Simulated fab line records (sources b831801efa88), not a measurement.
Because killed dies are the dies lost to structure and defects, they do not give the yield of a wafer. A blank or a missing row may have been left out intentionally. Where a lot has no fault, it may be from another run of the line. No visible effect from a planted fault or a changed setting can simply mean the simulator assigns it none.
fab line records ; flow sky130
[record] lots = 7; wafers = 21; lastDay = 50
route steps=708 shown SONOS_ONO@182 GATE_OXIDE@187 PAD_OPEN@708
lots untouched by any fault: they come from a run of this same line in which no faults occurred
startH: hours from the record's first day to the start of the lot's first wafer shown ; waitH: time in hours since the lot's previous step ; " same as the row above ; L1.1+2: one row covering several wafers at once ; - value missing, or start not given ; * or withheld: withheld ; < > ~ a bound
route shown NAME@n: a module of which the file shows steps, and the number in the route of the first ; usual: mean/standard deviation of fault-free wafers ; same: alike in all rows ; chamber/n: place in a boat ; sites: per-site readings ; _std_site: their standard deviation ; _edge_site: the outer-site mean with the inner-site mean subtracted ; radiusMm: for every site, how far away it sits from the centre of the wafer ; mask NAME#n: copy n ; behind: the last tool/chamber to shape the wafer ; hold: cause of the lot's hold/its duration in hours/its outcome ; device: the n, p or np transistor that did not switch ; end of line: the route-end tests of the same wafers ; a step without rows: its recipe alone ; killed: not the wafer's yield, but the dies lost to structure and defects at the first sort ; map: dies across one wafer; x = killed, . = not, _ = none there
set.NAME: the setting as run; set.NAME@STEP: as run at that earlier step ; model.NAME: the simulator's own value behind a step, which no gauge read
lots seen at some steps along the route; tables by step, rows by wafer
services: a tool's chamber out of use, with start hour (startH, from the record's first day; less than 0 if before it), hours out, and reason
[[steps]]
[step SKY_SONOS_ONO_OVL_MEAS_14]
[usual] SONOS_ONO_OVL = -0.2/1.4
lot.wafer;tool;chamber;startH;waitH;SONOS_ONO_OVL[nm]
L170.2;overlay-01;-;328.47;0.1;-1.2
L170.5;overlay-01;-;328.47;0.1;-0.6
L170.6;overlay-01;-;328.47;0.1;-0.9
L175.3;overlay-02;-;380.77;0.1;-2.4
L175.5;overlay-02;-;380.77;0.1;0.0
L175.6;overlay-02;-;380.77;0.1;-1.2
L179.3;overlay-01;-;400.17;0.1;1.1
L179.5;overlay-01;-;400.17;0.1;1.1
L179.6;overlay-01;-;400.17;0.1;2.0
L182.3;overlay-01;-;423.81;0.1;2.1
L182.4;overlay-01;-;423.81;0.1;-0.7
L182.6;overlay-01;-;423.81;0.1;-1.0
L184.3;overlay-02;-;444.64;0.1;0.3
L184.4;overlay-02;-;444.64;0.1;0.6
L184.6;overlay-02;-;444.64;0.1;2.1
L185.2;overlay-01;-;457.07;0.1;1.5
L185.5;overlay-01;-;457.07;0.1;0.8
L185.6;overlay-01;-;457.07;0.1;0.8
L186.1;overlay-02;-;463.73;0.1;-1.8
L186.3;overlay-02;-;463.73;0.1;-1.8
L186.6;overlay-02;-;463.73;0.1;-1.7
[step SKY_SONOS_ONO_ETCH_15]
[recipe] targetDepthNm = 19.52; chemistry = CHF3/O2; sourceW = 600; biasW = 200; pressureMtorr = 40; chf3FlowSccm = 50; O2_flow_sccm = 5; timeS = 7.8
[usual] biasW = 200.1/0.55; drypumpMotorCurrentA = 5.9/0.36; oesProductAu = 0.995/0.012; throttleValvePct = 8.825/0.0093
[same] timeS = 7.8
lot.wafer;tool;chamber;startH;waitH;biasW;drypumpMotorCurrentA;oesProductAu;rfHoursCounterH;throttleValvePct
L170.2;rieDiel-03;1;328.50;0.0;200.5;5.7;0.972;103;8.820
L170.5;rieDiel-03;2;328.50;0.0;200.2;6.1;0.984;-;8.829
L170.6;rieDiel-03;3;328.50;0.0;200.2;6.2;0.992;-;8.804
L175.3;rieDiel-03;0;380.80;0.0;199.7;6.1;0.985;2;8.819
L175.5;rieDiel-03;1;380.80;0.0;199.7;5.7;0.964;-;8.816
L175.6;rieDiel-03;2;380.80;0.0;200.4;6.2;1.005;-;8.812
L179.3;rieDiel-01;1;400.20;0.0;200.5;5.4;1.008;4;8.836
L179.5;rieDiel-01;1;400.20;0.0;199.9;5.4;0.994;-;8.815
L179.6;rieDiel-01;2;400.20;0.0;200.4;6.3;1.005;-;8.832
L182.3;rieDiel-01;3;423.83;0.0;199.3;6.5;1.001;90;8.823
L182.4;rieDiel-01;0;423.83;0.0;200.3;5.7;0.991;4;8.818
L182.6;rieDiel-01;1;423.83;0.0;200.2;5.4;1.000;-;8.821
L184.3;rieDiel-01;0;444.66;0.0;199.3;5.6;0.994;4;8.818
L184.4;rieDiel-01;1;444.66;0.0;199.3;5.4;0.992;5;8.834
L184.6;rieDiel-01;3;444.66;0.0;200.7;6.5;0.998;-;8.838
L185.2;rieDiel-04;1;457.10;0.0;200.4;6.1;0.994;85;8.841
L185.5;rieDiel-04;0;457.10;0.0;200.7;5.7;0.990;-;8.821
L185.6;rieDiel-04;1;457.10;0.0;200.1;6.1;0.991;-;8.821
L186.1;rieDiel-03;2;463.76;0.0;200.4;6.1;0.982;13;8.816
L186.3;rieDiel-03;1;463.76;0.0;200.7;5.7;0.975;0;8.811
L186.6;rieDiel-03;1;463.76;0.0;200.5;5.7;0.975;-;8.838
[step SKY_SONOS_ONO_WET_ETCH_16]
[recipe] chemistry = dHF; targetDepthNm = 14; dry = n2Spin; target = SiO2; dilution = 100:1; tempC = 25; timeS = 280
[step SKY_SONOS_ONO_STRIP_17]
[recipe] chemistry = O2/N2; powerW = 1400; pressureMtorr = 1500; platenTempC = withheld; o2FlowSccm = 3000; n2FlowSccm = 300; overashFraction = 0.5
[usual] drypumpMotorCurrentA = 5.4/0.47; o2FlowSccm = 3000/9.5; oesProductAu = 0.710/0.0045; stripTimeToEndpointS = 14.09/0.04
lot.wafer;tool;chamber;startH;waitH;drypumpMotorCurrentA;o2FlowSccm;oesProductAu;rfHoursCounterH;stripTimeToEndpointS
L170.2;plasmaAsher-01;0;328.61;0.0;5.2;2993;0.714;51;14.12
L170.5;plasmaAsher-01;0;328.61;0.0;5.3;3007;0.712;-;14.11
L170.6;plasmaAsher-01;1;328.61;0.0;4.8;2991;0.719;-;14.12
L175.3;plasmaAsher-01;0;380.94;0.0;5.2;3008;0.708;-;14.06
L175.5;plasmaAsher-01;1;380.94;0.0;4.9;2995;0.707;-;14.07
L175.6;plasmaAsher-01;0;380.94;0.0;5.2;3021;0.714;-;14.13
L179.3;plasmaAsher-02;0;400.34;0.0;5.0;2996;0.721;-;14.08
L179.5;plasmaAsher-02;1;400.34;0.0;6.1;2987;0.711;-;14.12
L179.6;plasmaAsher-02;0;400.34;0.0;5.0;2995;0.712;-;14.09
L182.3;plasmaAsher-03;1;423.97;0.0;5.4;3013;0.707;-;14.08
L182.4;plasmaAsher-03;0;423.97;0.0;5.5;2998;0.708;-;14.08
L182.6;plasmaAsher-03;1;423.97;0.0;5.3;3011;0.717;-;14.10
L184.3;plasmaAsher-03;0;444.81;0.0;5.5;2999;0.712;-;14.04
L184.4;plasmaAsher-03;1;444.81;0.0;5.4;3001;0.711;-;14.04
L184.6;plasmaAsher-03;0;444.81;0.0;5.5;3006;0.706;-;14.00
L185.2;plasmaAsher-02;1;457.20;0.0;6.1;3002;0.714;3;14.18
L185.5;plasmaAsher-02;0;457.20;0.0;5.0;3006;0.706;-;14.15
L185.6;plasmaAsher-02;1;457.20;0.0;6.1;2973;0.713;-;14.16
L186.1;plasmaAsher-02;1;463.96;0.0;6.1;3014;0.703;3;14.10
L186.3;plasmaAsher-02;0;463.96;0.0;5.0;2992;0.706;-;14.06
L186.6;plasmaAsher-02;1;463.96;0.0;6.1;3014;0.711;-;14.07
[step SKY_SONOS_ONO_WET_ETCH_18]
[recipe] chemistry = H3PO4; targetDepthNm = 15; target = Si3N4; tempC = 160; timeS = 172
[step SKY_GATE_OXIDE_CLEAN_00]
[recipe] chemistry = SC1/SC2; mix = 1:4:20; tempC = 70; timeS = 150; dry = n2Spin
[step SKY_GATE_OXIDE_OXIDATION_01]
[recipe] tempC = 900; ambient = O2; stabiliseS = 600; purgeS = 300; targetThkA = 102.68; oxTimeS = 1473
[step SKY_GATE_OXIDE_THK_MEAS_02]
[recipe] reads = SiO2_of_GATE_OXIDE_OXIDATION_01
[usual] GATE_OXIDE_OXIDATION_00_THK = 10.27/0.25
lot.wafer;tool;chamber;startH;waitH;GATE_OXIDE_OXIDATION_00_THK[nm]
L170.2;filmMetro-03;-;333.88;0.0;10.03
L170.5;filmMetro-03;-;333.88;0.0;10.02
L170.6;filmMetro-03;-;333.88;0.0;9.89
L175.3;filmMetro-03;-;383.53;0.0;9.78
L175.5;filmMetro-03;-;383.53;0.0;9.87
L175.6;filmMetro-03;-;383.53;0.0;9.90
L179.3;filmMetro-04;-;401.94;0.0;10.15
L179.5;filmMetro-04;-;401.94;0.0;10.13
L179.6;filmMetro-04;-;401.94;0.0;10.10
L182.3;filmMetro-04;-;432.49;0.0;10.39
L182.4;filmMetro-04;-;432.49;0.0;10.27
L182.6;filmMetro-04;-;432.49;0.0;10.43
L184.3;filmMetro-04;-;446.78;0.0;10.09
L184.4;filmMetro-04;-;446.78;0.0;10.15
L184.6;filmMetro-04;-;446.78;0.0;10.25
L185.2;filmMetro-03;-;458.88;0.0;10.07
L185.5;filmMetro-03;-;458.88;0.0;10.00
L185.6;filmMetro-03;-;458.88;0.0;9.92
L186.1;filmMetro-02;-;466.38;0.0;10.47
L186.3;filmMetro-02;-;466.38;0.0;10.45
L186.6;filmMetro-02;-;466.38;0.0;10.37
[step SKY_GATE_OXIDE_DEHYDRATE_03]
[recipe] tempC = 200; timeS = 60
[step SKY_GATE_OXIDE_HMDS_04]
[recipe] primeTimeS = 60; primeTempC = 120
[step SKY_GATE_OXIDE_COAT_05]
[recipe] resist = NOVOLAK; spinRpm = 3000; resistThkNm = 1140
[step SKY_GATE_OXIDE_SOFTBAKE_06]
[recipe] tempC = 90; timeS = 60; resist = NOVOLAK
[step SKY_GATE_OXIDE_EXPOSE_07]
[recipe] maskId = LVOM; na = 0.6; sourceShape = conventional; sigmaOuter = 0.6; polarization = unpolarized; targetCdNm = 600; doseMj = 170
lot.wafer;tool;chamber;startH;waitH;mask;model.GATE_OXIDE.overlayXNm
L170.2+5+6;ilineStepper-02;0;347.58;-;LVOM#0;-0.08571
L175.3+5+6;ilineStepper-01;0;398.57;-;LVOM#0;1.054
L179.3+5+6;ilineStepper-01;0;416.71;-;LVOM#0;0.5737
L182.3+4+6;ilineStepper-02;0;447.62;-;LVOM#0;-104.3
L184.3+4+6;ilineStepper-01;0;462.70;-;LVOM#0;-0.1034
L185.2+5+6;ilineStepper-02;0;474.04;-;LVOM#0;-103.8
L186.1+3+6;ilineStepper-02;0;481.43;-;LVOM#0;-105.1
[step SKY_GATE_OXIDE_PEB_08]
[recipe] tempC = withheld; timeS = *; resist = NOVOLAK
[step SKY_GATE_OXIDE_DEVELOP_09]
[recipe] resist = NOVOLAK; developer = TMAH; developTimeS = 60; devTempC = 23
[step SKY_GATE_OXIDE_OVL_MEAS_10]
[usual] GATE_OXIDE_OVL = 0.7/1.2
lot.wafer;tool;chamber;startH;waitH;GATE_OXIDE_OVL[nm]
L170.2;overlay-01;-;359.63;0.1;0.2
L170.5;overlay-01;-;359.63;0.1;1.1
L170.6;overlay-01;-;359.63;0.1;0.7
L175.3;overlay-01;-;413.37;0.1;3.7
L175.5;overlay-01;-;413.37;0.1;3.5
L175.6;overlay-01;-;413.37;0.1;0.7
L179.3;overlay-02;-;430.92;0.1;-0.7
L179.5;overlay-02;-;430.92;0.1;-0.3
L179.6;overlay-02;-;430.92;0.1;0.1
L182.3;overlay-01;-;462.69;0.1;-103.4
L182.4;overlay-01;-;462.69;0.1;-102.7
L182.6;overlay-01;-;462.69;0.1;-103.1
L184.3;overlay-01;-;477.80;0.1;0.0
L184.4;overlay-01;-;477.80;0.1;0.3
L184.6;overlay-01;-;477.80;0.1;1.6
L185.2;overlay-01;-;489.44;0.1;-103.2
L185.5;overlay-01;-;489.44;0.1;-101.8
L185.6;overlay-01;-;489.44;0.1;-101.5
L186.1;overlay-02;-;496.66;0.1;-103.7
L186.3;overlay-02;-;496.66;0.1;-105.3
L186.6;overlay-02;-;496.66;0.1;-105.2
[step SKY_GATE_OXIDE_IMPLANT_11]
[recipe] species = B; energyKev = 10; doseCm2 = 2.6e+12; tiltDeg = withheld
[step SKY_PAD_OPEN_PROBE_99]
[usual] killed_at_M0_to_M3 = 42/5.8; killed_at_M4_up = 3.0/2; killedAtContacts = 24/5.5; killedAtFrontEnd = 15/3.9; killedAtOther = 0.3/0.54; killedDies = 85/8.8; killedOpen = 47/6.8; killedShort = 38/5.9
[same] grossDies = 492; killedAtBackSide = 0
lot.wafer;tool;chamber;startH;waitH;killed_at_M0_to_M3;killed_at_M4_up;killedAtContacts;killedAtFrontEnd;killedAtOther;killedDies;killedOpen;killedShort
L175.3;prober-01;-;1155.27;0.2;43;4;21;12;0;80;51;29
L175.5;prober-01;-;1155.37;0.2;43;2;18;14;0;77;49;28
L175.6;prober-01;-;1155.42;0.2;50;2;29;12;0;93;54;39
L184.3;prober-01;-;1193.06;0.2;51;1;28;16;0;96;52;44
L184.4;prober-01;-;1193.11;0.2;47;3;25;12;0;87;47;40
L184.6;prober-01;-;1193.21;0.2;49;2;23;16;1;91;50;41
L185.2;prober-02;-;1197.06;0.1;42;2;27;11;0;82;48;34
L185.5;prober-02;-;1197.21;0.2;42;2;20;14;0;78;36;42
L185.6;prober-02;-;1197.26;0.2;36;5;22;11;0;74;40;33
L186.1;prober-02;-;1204.65;0.1;42;1;37;10;1;91;55;36
L186.3;prober-02;-;1204.75;0.2;39;0;20;18;0;77;35;42
L186.6;prober-02;-;1204.90;0.2;44;1;25;15;0;85;44;39
// killed by level:class
L175.3 VIA1:geometricParticle:open=11 CONTACT:geometricParticle:open=9 VIA2:geometricParticle:open=8 VIA3:geometricParticle:open=6 FIELD_ISO:geometricParticle:open=5 LI_CONTACT:geometricParticle:open=5 CONTACT:geometricParticle:short=4 VIA1:geometricParticle:short=4
L175.5 VIA1:geometricParticle:open=12 CONTACT:geometricParticle:open=10 VIA2:geometricParticle:open=8 VIA3:geometricParticle:open=7 FIELD_ISO:geometricParticle:short=5 METAL2:geometricParticle:short=4 SPACER:geometricParticle:open=3 VIA1:geometricParticle:short=3
L175.6 VIA3:geometricParticle:open=11 VIA2:geometricParticle:open=10 CONTACT:geometricParticle:open=10 LI_CONTACT:geometricParticle:open=9 VIA1:geometricParticle:open=9 METAL1:geometricParticle:short=8 CONTACT:geometricParticle:short=5 METAL2:geometricParticle:short=4
L184.3 CONTACT:geometricParticle:open=10 LI_CONTACT:geometricParticle:open=8 VIA1:geometricParticle:open=8 VIA2:geometricParticle:open=7 METAL1:geometricParticle:short=7 VIA1:geometricParticle:short=7 VIA3:geometricParticle:open=7 METAL2:geometricParticle:short=5
L184.4 CONTACT:geometricParticle:open=10 VIA3:geometricParticle:open=9 VIA1:geometricParticle:short=6 CONTACT:geometricParticle:short=6 VIA1:geometricParticle:open=6 METAL1:geometricParticle:short=5 METAL2:geometricParticle:short=5 VIA3:geometricParticle:short=5
L184.6 VIA2:geometricParticle:open=8 LI_CONTACT:geometricParticle:open=7 CONTACT:geometricParticle:open=7 METAL1:geometricParticle:short=6 VIA1:geometricParticle:short=6 VIA3:geometricParticle:open=6 VIA1:geometricParticle:open=5 VIA2:geometricParticle:short=5
L185.2 LI_CONTACT:geometricParticle:open=11 VIA1:geometricParticle:open=10 VIA2:geometricParticle:open=7 LI_CONTACT:geometricParticle:short=5 VIA2:geometricParticle:short=5 VIA3:geometricParticle:open=5 FIELD_ISO:geometricParticle:open=4 LOCAL_INTERCONNECT:geometricParticle:short=4
L185.5 METAL2:geometricParticle:short=10 VIA2:geometricParticle:open=9 CONTACT:geometricParticle:open=6 METAL1:geometricParticle:short=6 VIA1:geometricParticle:open=6 FIELD_ISO:geometricParticle:short=5 CONTACT:geometricParticle:short=5 POLY_GATE:geometricParticle:open=4
L185.6 LI_CONTACT:geometricParticle:open=8 CONTACT:geometricParticle:open=8 VIA1:geometricParticle:open=6 VIA3:geometricParticle:open=6 CONTACT:geometricParticle:short=5 METAL1:geometricParticle:short=5 FIELD_ISO:geometricParticle:open=4 METAL2:geometricParticle:short=4
L186.1 CONTACT:geometricParticle:open=13 VIA3:geometricParticle:open=10 LI_CONTACT:geometricParticle:open=8 LOCAL_INTERCONNECT:geometricParticle:short=7 VIA1:geometricParticle:open=7 FIELD_ISO:geometricParticle:short=5 LOCAL_INTERCONNECT:geometricParticle:open=4 CONTACT:geometricParticle:short=4
L186.3 CONTACT:geometricParticle:open=10 METAL1:geometricParticle:short=8 VIA1:geometricParticle:open=7 FIELD_ISO:geometricParticle:short=6 VIA1:geometricParticle:short=6 LI_CONTACT:geometricParticle:open=5 METAL2:geometricParticle:short=5 FIELD_ISO:geometricParticle:open=4
L186.6 VIA1:geometricParticle:open=12 CONTACT:geometricParticle:open=11 LOCAL_INTERCONNECT:geometricParticle:short=6 METAL2:geometricParticle:short=6 METAL3:geometricParticle:short=5 CONTACT:geometricParticle:short=4 VIA2:geometricParticle:open=4 FIELD_ISO:geometricParticle:short=3
[[services]]
tool;chamber;startH;hours;kind
ilineStepper-02;-;362.19;1.7;pm
rieDiel-03;2;373.26;1.3;repair
ilineStepper-01;0;375.52;-;calibration
ilineStepper-01;-;376.34;1.7;pm
rieDiel-03;1;383.27;15.4;repair
rieDiel-03;3;386.45;2.8;repair
rieDiel-01;3;407.79;2.6;repair
ilineStepper-02;-;419.94;2.1;pm
plasmaAsher-02;-;421.25;9.0;pm
plasmaAsher-02;0;421.25;9.0;ventCycle
plasmaAsher-02;1;421.25;9.0;ventCycle
ilineStepper-02;-;422.03;-;consumableReplace:lamp
rieDiel-03;-;425.40;14.6;pm
plasmaAsher-02;0;430.25;-;clean
rieDiel-04;3;432.21;6.0;repair
rieDiel-01;3;433.77;2.9;repair
plasmaAsher-01;-;434.18;14.6;pm
rieDiel-03;3;455.27;5.3;repair
plasmaAsher-02;-;460.10;0.5;repair
plasmaAsher-02;-;460.46;0.8;repair
ilineStepper-01;-;471.59;16.7;repair
rieDiel-04;1;475.37;3.9;repair
plasmaAsher-01;-;480.32;1.8;repair
plasmaAsher-03;-;480.41;1.2;repair
[[key]]
[firstSign] step = SKY_GATE_OXIDE_OVL_MEAS_10; reading = GATE_OXIDE_OVL; direction = down; sigmas = 87; usual = 0.7; struck = -103.3
effect none on later readings
[modelEffect] step = SKY_GATE_OXIDE_EXPOSE_07; value = GATE_OXIDE.overlayXNm; without = -0.01824; struck = -104.4
metAt SKY_GATE_OXIDE_EXPOSE_07
struckWafers L182.3,L182.4,L182.6,L185.2,L185.5,L185.6,L186.1,L186.3,L186.6
testerLeftOut L182,L185,L186
onsetBetween 347.58 447.62
[fault] kind = scannerMatchingOverlay; tool = ilineStepper-02; chamber = -; onsetH = 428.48; steps = SKY_GATE_OXIDE_EXPOSE_07; offset = -104.38
// testerLeftOut: of these lots the tester's yield and bins aren't shown, on N5 and GAA mostly nor the transistor test; their killed dies are dies lost to structure and defects alone, not to doping, threshold or leakage, so they don't give the yield
